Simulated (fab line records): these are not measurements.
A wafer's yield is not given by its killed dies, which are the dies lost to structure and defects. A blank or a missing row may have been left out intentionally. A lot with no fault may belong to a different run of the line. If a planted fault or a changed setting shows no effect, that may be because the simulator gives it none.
One fault seen from 2 desks | flow sky130 | every desk sees just its own numbers, and what lay behind them comes last

== AT THE TOOL OWNER'S DESK: furnace-02 ==
The tool's own readings at SKY_GATE_OXIDE_OXIDATION_01 (stabilise 600 s, purge 300 s, target thk 10.268 nm): means of the sampled wafers that have a number, for each lot that ran on this tool. Marked OUT: a lot whose mean sits more than 4 standard deviations from the usual mean, which makes it out of limits; the brackets give that distance.
Columns: A = ox-temp-c-max at SKY_GATE_OXIDE_OXIDATION_01, usual 904.1; B = zone-power-top-pct at SKY_GATE_OXIDE_OXIDATION_01, usual 32.2 %
lot  | first seen here | A     | B
L113 | day 13 15:13    | 905.1 | 28.8
L114 | day 13 23:17    | 905.8 | 28.7
L115 | day 13 23:17    | 906.0 | 28.6
L116 | day 14 07:52    | 906.8 | 28.7
L120 | day 15 14:17    | 905.7 | 28.5
L125 | day 17 08:32    | 905.8 | 28.8
L126 | day 17 19:49    | 905.1 | 29.1
This desk's verdict: no lot among the 7 shows anything out of limits.

== THE METROLOGY DESK ==
What the gauges read for every lot (on any tool): the sampled wafers with a number, averaged. Marked OUT: a lot whose mean sits more than 4 standard deviations from the usual mean, which makes it out of limits; the brackets give that distance.
Columns: A = PAD_OPEN_BOW at SKY_PAD_OPEN_BOW_MEAS_13, usual 46 um
lot  | first seen here | A
L113 | day 46 08:00    | 59
L115 | day 46 16:55    | 58
L114 | day 46 18:37    | 51
L116 | day 47 01:00    | 44
L117 | day 47 06:16    | 55
L118 | day 47 09:35    | 51
L120 | day 48 00:45    | 37
L122 | day 48 05:14    | 30
L123 | day 48 11:38    | 55
L125 | day 49 02:47    | 49
L126 | day 49 10:52    | 43
L131 | day 50 09:56    | 43
L136 | day 51 02:40    | 52
This desk's verdict: no lot among the 13 shows anything out of limits.

== BROUGHT TOGETHER ==
The desk of the tool owner found nothing out of limits.
At the metrology desk, nothing out of limits was observed.

== WHAT THE SIMULATOR HAD INSERTED ==
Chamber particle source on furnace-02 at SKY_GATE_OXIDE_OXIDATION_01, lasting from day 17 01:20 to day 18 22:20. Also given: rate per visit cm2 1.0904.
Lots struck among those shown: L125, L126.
